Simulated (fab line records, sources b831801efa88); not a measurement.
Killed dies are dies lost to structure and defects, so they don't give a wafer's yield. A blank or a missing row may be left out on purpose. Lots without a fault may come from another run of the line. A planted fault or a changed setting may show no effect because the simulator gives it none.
fab line records | flow sky130
record lots=6 wafers=18 last_day=47
route steps=708 shown DNWELL@41 PWDE@45 PAD_OPEN@708
lots that met no fault: from a run of the same line without faults
start_h: hours from the record's first day to the start of the lot's first wafer shown | wait_h: hours since the lot's step before | " the same as in the row above | L1.1+2: a row that stands for several wafers | - no value, or no start given | * or withheld: withheld | < > ~ a bound
route shown NAME@n: a module of which the file shows steps, and the number in the route of the first | usual: mean/standard deviation of fault-free wafers | same: alike in all rows | chamber/n: place in a boat | sites: the reading at each site | _std_site: their standard deviation | _edge_site: outer sites' mean less inner sites' | radius_mm: how far each site lies from the wafer's centre | mask NAME#n: copy n | behind: the tool/chamber that last shaped the wafer | hold: why the lot was held/for how many hours/how that ended | device: the transistor (n, p or np) that didn't switch | end of line: the same wafers' tests at the end of the route | a step without rows: its recipe alone | killed: dies lost to structure and defects at the first sort, not the wafer's yield | map: a wafer's dies, x killed, . not, _ none there
set.NAME: the setting as run; set.NAME@STEP: as run at that earlier step | model.NAME: the simulator's own value behind a step, which no gauge read
lots at some steps of the route; a table a step, a row a wafer
services: from which hour (start_h, from the record's first day; less than 0 if before it) a tool's chamber was out of use, for how many hours, and why
## steps
# step SKY_DNWELL_DEVELOP_06
# recipe wall_angle_deg=90 developer=TMAH develop_time_s=60 dev_temp_c=23
# step SKY_DNWELL_IMPLANT_07
# recipe species=P energy_kev=withheld dose_cm2=withheld tilt_deg=withheld
# step SKY_DNWELL_STRIP_08
# recipe chemistry=O2/N2 power_w=1400 pressure_mtorr=1500 platen_temp_c=withheld o2_flow_sccm=3000 n2_flow_sccm=300 overash_fraction=0.5
# usual drypump_motor_current_A=6.2/0.43 oes_product_au=0.722/0.0048 strip_time_to_endpoint_s=36.64/0.078
# columns lot.wafer tool chamber start_h wait_h drypump_motor_current_A oes_product_au rf_hours_counter_h strip_time_to_endpoint_s
L413.2 plasma_asher-02 0 61.62 0.1 6.0 0.716 40 36.56
L413.3 " 1 " " 5.4 0.720 - 36.57
L413.6 " 0 " " 6.0 0.718 - 36.60
L415.1 plasma_asher-01 0 69.25 0.1 6.7 0.725 37 36.58
L415.2 " 1 " " 6.4 0.724 37 36.69
L415.3 " 0 " " 6.7 0.728 - 36.64
L419.1 plasma_asher-01 0 92.27 0.1 6.7 0.723 39 36.64
L419.2 " 1 " " 6.4 0.730 39 36.73
L419.6 " 1 " " 6.4 0.718 - 36.64
L420.2 plasma_asher-03 1 98.17 0.1 6.4 0.729 39 36.65
L420.4 " 1 " " 6.4 0.719 - 36.63
L420.5 " 0 " " 5.7 0.716 - 36.65
L423.4 plasma_asher-01 0 111.45 0.1 6.7 0.725 - 36.64
L423.5 " 1 " " 6.4 0.722 - 36.73
L423.6 " 0 " " 6.7 0.727 - 36.63
L424.1 plasma_asher-02 0 121.70 0.1 6.0 0.720 0 36.79
L424.5 " 0 " " 6.0 0.726 - 36.61
L424.6 " 1 " " 5.4 0.721 - 36.62
# step SKY_DNWELL_TW_MEAS_09
# usual DNWELL_TW=1115/4.7
# columns lot.wafer tool chamber start_h wait_h DNWELL_TW
L413.2 film_metro-01 - 61.73 0.1 1120
L413.3 " - " " 1115
L413.6 " - " " 1107
L415.1 film_metro-02 - 69.35 0.1 1110
L415.2 " - " " 1106
L415.3 " - " " 1108
L419.1 film_metro-01 - 92.37 0.1 1117
L419.2 " - " " 1122
L419.6 " - " " 1117
L420.2 film_metro-03 - 98.28 0.1 1121
L420.4 " - " " 1131
L420.5 " - " " 1121
L423.4 film_metro-03 - 111.55 0.1 1127
L423.5 " - " " 1119
L423.6 " - " " 1122
L424.1 film_metro-02 - 121.80 0.1 1109
L424.5 " - " " 1113
L424.6 " - " " 1118
# step SKY_PWDE_DEHYDRATE_00
# recipe temp_c=200 time_s=60
# step SKY_PWDE_HMDS_01
# recipe prime_time_s=60 prime_temp_c=120
# step SKY_PWDE_COAT_02
# recipe spin_rpm=2000 resist_thk_nm=3000
# step SKY_PWDE_SOFTBAKE_03
# recipe temp_c=110 time_s=withheld
# step SKY_PWDE_EXPOSE_04
# recipe mask_id=PWDEM na=0.6 source_shape=conventional sigma_outer=0.6 polarization=unpolarized target_cd_nm=840 dose_mj=214
# step SKY_PWDE_PEB_05
# recipe temp_c=115 time_s=withheld
# step SKY_PWDE_DEVELOP_06
# recipe wall_angle_deg=90 developer=TMAH develop_time_s=60 dev_temp_c=23
# step SKY_PWDE_OVL_MEAS_07
# usual PWDE_OVL=-0.1/1.6
# columns lot.wafer tool chamber start_h wait_h PWDE_OVL[nm]
L413.2 overlay-01 - 77.71 - 0.3
L413.3 " - " " 0.0
L413.6 " - " " -0.1
L415.1 overlay-02 - 85.70 - -2.5
L415.2 " - " " 0.4
L415.3 " - " " -1.3
L419.1 overlay-02 - 109.72 - -1.4
L419.2 " - " " -1.7
L419.6 " - " " -0.9
L420.2 overlay-02 - 116.32 - -1.5
L420.4 " - " " -1.3
L420.5 " - " " 1.2
L423.4 overlay-02 - 128.73 - -1.3
L423.5 " - " " -1.4
L423.6 " - " " -2.3
L424.1 overlay-02 - 140.60 - -0.3
L424.5 " - " " 0.9
L424.6 " - " " 2.7
# step SKY_PWDE_IMPLANT_08
# recipe species=B energy_kev=150 dose_cm2=3.6e+12 tilt_deg=withheld
# usual dose_ions_cm2=3.6e+12/3.7e+09 implant_ion_amu=11/0
# columns lot.wafer tool chamber start_h wait_h dose_ions_cm2 implant_ion_amu model.implant.rp_nm model.implant.drp_nm
L413.2 implanter-04 0 77.76 0.0 3.602e+12 11 439.4 97.97
L413.3 " 0 " " 3.596e+12 11 439.4 97.97
L413.6 " 0 " " 3.6e+12 11 439.4 97.97
L415.1 implanter-01 0 85.74 0.0 3.596e+12 11 454.8 97.97
L415.2 " 0 " " 3.587e+12 11 454.8 97.97
L415.3 " 0 " " 3.599e+12 11 454.8 97.97
L419.1 implanter-02 0 109.76 0.0 3.607e+12 11 427.8 97.97
L419.2 " 0 " " 3.599e+12 11 427.8 97.97
L419.6 " 0 " " 3.602e+12 11 427.8 97.97
L420.2 implanter-02 0 116.37 0.0 3.606e+12 11 427.3 97.97
L420.4 " 0 " " 3.6e+12 11 427.3 97.97
L420.5 " 0 " " 3.6e+12 11 427.3 97.97
L423.4 implanter-02 0 128.82 0.1 3.606e+12 49 110.7 46.43
L423.5 " 0 " " 3.602e+12 49 110.7 46.43
L423.6 " 0 " " 3.603e+12 49 110.7 46.43
L424.1 implanter-04 0 140.64 0.0 3.597e+12 49 110.1 46.43
L424.5 " 0 " " 3.593e+12 49 110.1 46.43
L424.6 " 0 " " 3.6e+12 49 110.1 46.43
# step SKY_PWDE_STRIP_09
# recipe chemistry=O2/N2 power_w=1400 pressure_mtorr=1500 platen_temp_c=withheld o2_flow_sccm=3000 n2_flow_sccm=300 overash_fraction=0.5
# usual drypump_motor_current_A=6.0/0.37 oes_product_au=0.723/0.0049 strip_time_to_endpoint_s=36.92/0.11
# columns lot.wafer tool chamber start_h wait_h drypump_motor_current_A oes_product_au rf_hours_counter_h strip_time_to_endpoint_s
L413.2 plasma_asher-03 1 77.89 0.1 6.4 0.725 37 37.05
L413.3 " 0 " " 5.6 0.722 - 36.94
L413.6 " 1 " " 6.4 0.720 - 37.02
L415.1 plasma_asher-02 1 85.89 0.1 5.4 0.727 43 36.94
L415.2 " 0 " " 6.0 0.723 43 36.97
L415.3 " 1 " " 5.4 0.720 - 36.90
L419.1 plasma_asher-03 1 109.91 0.1 6.4 0.725 40 36.99
L419.2 " 0 " " 5.6 0.725 40 37.07
L419.6 " 1 " " 6.4 0.730 - 37.06
L420.2 plasma_asher-04 1 116.50 0.1 5.7 0.718 30 36.92
L420.4 " 0 " " 6.4 0.724 - 37.01
L420.5 " 1 " " 5.8 0.725 - 37.07
L423.4 plasma_asher-02 0 128.93 0.1 6.0 0.726 - 36.82
L423.5 " 0 " " 5.9 0.724 - 36.80
L423.6 " 1 " " 5.4 0.734 - 36.84
L424.1 plasma_asher-03 1 140.79 0.1 6.4 0.713 43 36.99
L424.5 " 1 " " 6.4 0.727 - 36.90
L424.6 " 0 " " 5.7 0.722 - 36.91
# step SKY_PWDE_TW_MEAS_10
# usual PWDE_TW=374.7/1.6
# columns lot.wafer tool chamber start_h wait_h hold PWDE_TW
L413.2 film_metro-03 - 78.00 0.1 - 376.2
L413.3 " - " " - 376.5
L413.6 " - " " - 374.6
L415.1 film_metro-03 - 85.99 0.1 - 373.8
L415.2 " - " " - 373.9
L415.3 " - " " - 375.6
L419.1 film_metro-03 - 110.01 0.1 - 372.6
L419.2 " - " " - 375.0
L419.6 " - " " - 374.7
L420.2 film_metro-02 - 116.61 0.1 - 374.7
L420.4 " - " " - 375.2
L420.5 " - " " - 375.3
L423.4 film_metro-03 - 129.03 0.1 await_dispo/0.2h/release 715.2
L423.5 " - " " await_dispo/0.2h/release 718.7
L423.6 " - " " await_dispo/0.2h/release 724.4
L423.4 film_metro-03 - 129.25 0.2 - 714.7
L423.5 " - " " - 721.6
L423.6 " - " " - 717.7
L424.1 film_metro-02 - 140.89 0.1 await_dispo/0.2h/release 721.8
L424.5 " - " " await_dispo/0.2h/release 716.2
L424.6 " - " " await_dispo/0.2h/release 718.7
L424.1 film_metro-02 - 141.12 0.2 - 716.5
L424.5 " - " " - 719.8
L424.6 " - " " - 714.9
# step SKY_PAD_OPEN_PROBE_99
# usual defect_limited_yield=82.5/2 killed_at_M0_to_M3=44/6.8 killed_at_M4_up=2.9/1.7 killed_at_contacts=24/5.2 killed_at_front_end=15/4 killed_at_other=0.2/0.44 killed_dies=86/9.9 killed_open=47/7.9 killed_short=39/6.3 sort_bin_3_pad_short=0.8/0.38 sort_bin_5_function=10.5/1.5 sort_bin_6_memory=6.2/1.1 sort_n_pass=406/9.9 sort_yield_pct=82.5/2
# same gross_dies=492 killed_at_back_side=0 sort_bin_4_leakage[%]=0 sort_bin_8_speed[%]=0
# columns lot.wafer tool chamber start_h wait_h defect_limited_yield[%] killed_at_M0_to_M3 killed_at_M4_up killed_at_contacts killed_at_front_end killed_at_other killed_dies killed_open killed_short sort_bin_3_pad_short[%] sort_bin_5_function[%] sort_bin_6_memory[%] sort_n_pass sort_yield_pct[%]
L415.1 prober-02 - 1105.18 0.1 82.1 37 2 32 17 0 88 41 47 0.6 10.6 6.7 404 82.1
L415.2 prober-02 - 1105.23 0.1 81.9 37 6 28 18 0 89 48 41 1.0 10.4 6.7 403 81.9
L415.3 prober-02 - 1105.28 0.2 83.1 41 4 16 22 0 83 47 35 0.6 11.8 4.5 409 83.1
# killed by level:class
L415.1 CONTACT:geometric_particle:open=13 VIA2:geometric_particle:open=6 LI_CONTACT:geometric_particle:short=6 LI_CONTACT:geometric_particle:open=6 METAL1:geometric_particle:short=6 METAL2:geometric_particle:short=6 FIELD_ISO:geometric_particle:short=5 POLY_GATE:geometric_particle:short=5
L415.2 VIA1:geometric_particle:open=13 CONTACT:geometric_particle:open=10 LI_CONTACT:geometric_particle:open=7 VIA2:geometric_particle:open=5 METAL4:geometric_particle:short=5 FIELD_ISO:geometric_particle:short=4 LI_CONTACT:geometric_particle:short=4 CONTACT:geometric_particle:short=4
L415.3 VIA2:geometric_particle:open=9 POLY_GATE:geometric_particle:open=9 CONTACT:geometric_particle:open=8 METAL1:geometric_particle:short=7 VIA1:geometric_particle:open=7 FIELD_ISO:geometric_particle:short=4 LI_CONTACT:geometric_particle:open=4 METAL3:geometric_particle:short=4
## services
# columns tool chamber start_h hours kind
plasma_asher-01 - 47.73 11.3 repair
implanter-04 - 51.85 3.1 pm
plasma_asher-03 - 64.17 4.1 repair
implanter-02 - 68.58 1.7 repair
implanter-02 - 84.18 3.6 pm
plasma_asher-02 - 108.75 9.0 pm
plasma_asher-02 0 108.75 9.0 vent_cycle
plasma_asher-02 1 108.75 9.0 vent_cycle
implanter-04 - 109.65 1.2 repair
plasma_asher-02 0 117.75 - clean
plasma_asher-02 1 117.75 - clean
plasma_asher-02 - 137.60 43.3 pm
## key
first_sign step=SKY_PWDE_IMPLANT_08 reading=implant_ion_amu direction=up sigmas=99+ usual=11 struck=49
effect step=SKY_PWDE_TW_MEAS_10 reading=visit direction=added
effect step=SKY_PWDE_TW_MEAS_10 reading=PWDE_TW direction=up sigmas=99+ usual=374.7 struck=719.2
model_effect step=SKY_PWDE_IMPLANT_08 value=implant.rp_nm without=440.3 struck=110.4
met_at SKY_PWDE_IMPLANT_08
struck_wafers L423.4,L423.5,L423.6,L424.1,L424.5,L424.6
scrapped_behind SKY_PWDE_TW_MEAS_10 L423.4,L423.5,L423.6,L424.1,L424.5,L424.6
onset_between 116.37 128.82
fault kind=wrong_recipe_download tool=implanter-01,implanter-02,implanter-04 chamber=- onset_h=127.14 steps=SKY_PWDE_IMPLANT_08 wrong_recipe.not_listed=1
